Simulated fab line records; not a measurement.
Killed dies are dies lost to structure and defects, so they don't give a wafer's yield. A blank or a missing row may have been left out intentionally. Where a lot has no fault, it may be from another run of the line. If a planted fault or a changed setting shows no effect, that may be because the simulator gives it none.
Which tool is to blame? :: flow sky130 :: at 1 step of a route of 708, 6 lots with 18 wafers sampled

== WHAT THE GAUGES READ, wafer by wafer ==
SKY_GATE_OXIDE_THK_MEAS_02.
lot: L280
measured: day 13 21:19
on: filmMetro-03
GATE_OXIDE_OXIDATION_00_THK (nm): 10.43 10.40 10.37

lot: L284
measured: day 15 08:09
on: filmMetro-04
GATE_OXIDE_OXIDATION_00_THK (nm): 10.41 10.22 10.27

lot: L287
measured: day 15 19:29
on: filmMetro-03
GATE_OXIDE_OXIDATION_00_THK (nm): 10.54 10.38 10.45

lot: L289
measured: day 17 03:52
on: filmMetro-04
GATE_OXIDE_OXIDATION_00_THK (nm): 10.02 10.25 10.15

lot: L295
measured: day 18 11:51
on: filmMetro-02
GATE_OXIDE_OXIDATION_00_THK (nm): 10.69 10.64 10.64

lot: L297
measured: day 19 09:05
on: filmMetro-02
GATE_OXIDE_OXIDATION_00_THK (nm): 10.67 10.71 10.74

== TOOL THAT RAN EACH LOT (tool first, then ch and the chambers of the sampled wafers, then the start) ==
The record shows no process step preceding these readings.

== THE ANSWER, worked out from the rows above alone ==
Rule: the usual values come from the lots themselves. The widest of any qualifying gaps counts: lots, ordered by their means at a reading, are off when they make up no more than a third of the lots, leave a main group of 4 or more, and stand apart from it by 3 or more times the standard deviation of that group's means. The tables above print the reading to a certain number of digits; a main group whose means all agree to those digits is not used. A lot without any number at a reading at which 4 lots or more have one is off too. Any other lot the step has rows for is counted as sound.
Nothing can be told from this: no lot is off at any reading shown.

== WHAT HAD BEEN PUT IN BY THE SIMULATOR ==
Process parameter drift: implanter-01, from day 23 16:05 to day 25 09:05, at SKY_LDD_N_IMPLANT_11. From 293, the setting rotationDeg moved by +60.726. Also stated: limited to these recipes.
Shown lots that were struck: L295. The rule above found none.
